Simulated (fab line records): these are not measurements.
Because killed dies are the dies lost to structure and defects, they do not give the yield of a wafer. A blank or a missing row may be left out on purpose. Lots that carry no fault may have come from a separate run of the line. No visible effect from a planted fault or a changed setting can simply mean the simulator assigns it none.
2 desks, one fault / flow sky130 / every desk sees just its own numbers, and what lay behind them comes last

THE TOOL OWNER'S DESK: pvd_sputter-03
At SKY_VIA2_SPUTTER_20 (material TiN, target thk 20 nm, time 80 s) the tool's own readings: per lot run on this tool, the mean of the sampled wafers that have a number. The brackets show how far a lot's mean lies from the usual mean; more than 4 standard deviations puts the lot out of limits, marked OUT.
Columns: A = cathode_dc_power_W at SKY_VIA2_SPUTTER_20, usual 4000.1 W; B = throttle_valve_pct at SKY_VIA2_SPUTTER_20, usual 30.2 %
lot=L128; first seen here=day 38 15:39; A=4177.0 (+99 or more) OUT; B=30.3
lot=L129; first seen here=day 39 00:06; A=4176.7 (+99 or more) OUT; B=30.1
lot=L137; first seen here=day 41 14:32; A=4000.1; B=30.3
lot=L142; first seen here=day 42 08:53; A=4000.4; B=30.1
lot=L144; first seen here=day 43 12:34; A=3999.9; B=30.5
This desk's verdict: out of limits on L128, L129, starting with L128 at day 38 15:39 (cathode_dc_power_W at SKY_VIA2_SPUTTER_20). In limits: L137, L142, L144.

AT THE METROLOGY DESK
What the gauges read, lot by lot, whatever tool the lot ran on: means of the sampled wafers that have a number. The brackets show how far a lot's mean lies from the usual mean; more than 4 standard deviations puts the lot out of limits, marked OUT.
Columns: A = cd_nm at SKY_VIA2_CD_MEAS_12, usual 199.7 nm; B = VIA2_OVL at SKY_VIA2_OVL_MEAS_13, usual 2 nm
lot=L128; first seen here=day 38 14:49; A=198.4; B=10
lot=L129; first seen here=day 38 23:16; A=199.8; B=3
lot=L135; first seen here=day 40 17:00; A=198.2; B=7
lot=L137; first seen here=day 41 13:24; A=199.3; B=1
lot=L142; first seen here=day 42 08:00; A=201.0; B=-0
lot=L144; first seen here=day 43 11:43; A=198.1; B=-2
Result from this desk: across the 6 lots, nothing is out of limits.

BROUGHT TOGETHER
The tool owner's desk had the chance to raise an alarm at day 38 15:39 on L128, L129.
From the metrology desk's view, nothing was out of limits.
The metrology desk holds a record of L128, L129, inside its limits.
The lots listed all ran SKY_VIA2_SPUTTER_20 on pvd_sputter-03.

WHAT THE SIMULATOR HAD PUT IN
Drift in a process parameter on pvd_sputter-03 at SKY_VIA2_SPUTTER_20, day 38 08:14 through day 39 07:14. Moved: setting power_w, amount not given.
Lots struck among those shown: L128, L129.
Hours from the fault's start to each desk's first reading out of limits: the tool owner's desk, 7.
